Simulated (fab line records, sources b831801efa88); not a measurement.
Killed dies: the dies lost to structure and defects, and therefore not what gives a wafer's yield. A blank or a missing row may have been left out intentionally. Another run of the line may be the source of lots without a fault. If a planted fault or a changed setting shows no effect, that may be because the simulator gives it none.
Chamber matching	flow sky130	SKY_VIA3_CMP_24 on cmp-02: 4 sister chambers
The step polishes, stops on SiO2, t overpolish 20 s, target thk 0 nm. 36 wafers are shown with their chamber, then 12 later ones without.

## EACH WAFER AND ITS CHAMBER
wafer	chamber	time-to-endpoint-s (s)	motor-current-A (A)	overpolish-run-s (s)
L074.1	0	91	11.9	19.996
L074.3	3	93	12.1	19.996
L074.6	0	90	12.1	19.999
L075.1	3	99	11.9	19.988
L075.4	1	94	11.0	19.997
L075.5	1	96	11.2	20.002
L079.1	1	90	11.1	20.016
L079.3	0	90	11.4	19.999
L079.5	0	93	11.7	20.012
L081.3	2	96	11.8	19.989
L081.4	1	93	11.4	19.996
L081.5	2	97	11.4	19.990
L081.1	3	94	11.4	20.004
L081.2	0	96	11.8	20.002
L081.6	1	95	11.1	19.997
L083.2	2	102	11.5	20.008
L083.3	0	97	12.1	19.991
L083.4	1	94	11.6	20.010
L084.1	3	90	12.0	19.996
L084.5	2	96	10.8	19.996
L084.6	1	87	10.6	20.009
L085.1	0	91	11.7	19.984
L085.2	2	98	11.3	20.003
L085.3	3	93	11.0	19.993
L086.2	0	93	11.8	19.987
L086.3	2	94	11.7	20.002
L086.4	3	93	11.6	20.007
L086.1	1	90	11.8	19.990
L086.5	3	94	11.7	19.999
L086.6	2	97	11.3	19.992
L088.4	3	93	11.7	20.001
L088.5	2	97	11.2	20.010
L088.6	1	91	11.0	19.993
L089.3	0	92	12.0	20.027
L089.5	0	95	11.3	19.987
L089.6	1	93	11.2	20.010

SIGNATURES (averages over the wafers above)
reading	chamber 0	chamber 1	chamber 2	chamber 3	scatter within a chamber
time-to-endpoint-s	92.80	92.30	97.12	93.62	2.53
motor-current-A	11.780	11.200	11.375	11.675	0.318
overpolish-run-s	19.99840	20.00200	19.99875	19.99800	0.00961
Rule: distance of a wafer from a chamber = root of the sum over the readings of ((wafer's reading minus chamber's mean) / reading's scatter) squared. The wafer belongs to the nearest chamber; if the next one is less than 2 further off, it can't be placed. How the scatter is found: for the shown wafers, subtract from each reading the mean of its chamber, square and add these, divide the total by (wafers less chambers), then take the root.

## WAFERS WITHOUT THEIR CHAMBER
wafer	time-to-endpoint-s (s)	motor-current-A (A)	overpolish-run-s (s)
L089.1	98	11.2	20.011
L089.2	93	11.5	20.004
L089.4	91	11.3	20.006
L091.2	92	11.1	20.013
L091.5	94	11.2	20.003
L091.6	99	12.3	19.995
L095.2	99	11.4	20.002
L095.3	95	11.2	20.005
L095.6	95	11.1	19.992
L097.4	90	11.4	19.998
L097.5	89	11.0	20.009
L097.6	98	10.9	19.998

## CHAMBER TAKEN BY EACH
wafer	from the rows above	in truth
L089.1	can't be placed: 2 or 1 or 3 or 0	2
L089.2	can't be placed: 3 or 1 or 0 or 2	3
L089.4	can't be placed: 1 or 3 or 0 or 2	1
L091.2	can't be placed: 1 or 3 or 0 or 2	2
L091.5	can't be placed: 1 or 2 or 3 or 0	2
L091.6	can't be placed: 3 or 0 or 2 or 1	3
L095.2	can't be placed: 2 or 3 or 1 or 0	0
L095.3	can't be placed: 1 or 2 or 3 or 0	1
L095.6	can't be placed: 2 or 1 or 3 or 0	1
L097.4	can't be placed: 1 or 0 or 3 or 2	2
L097.5	can't be placed: 1 or 3 or 0 or 2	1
L097.6	can't be placed: 2 or 1 or 3 or 0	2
Placed correctly: 0 of 12. From these rows, 12 cannot be placed; in 12 the true chamber is one of the candidates. Wrongly placed: 0.
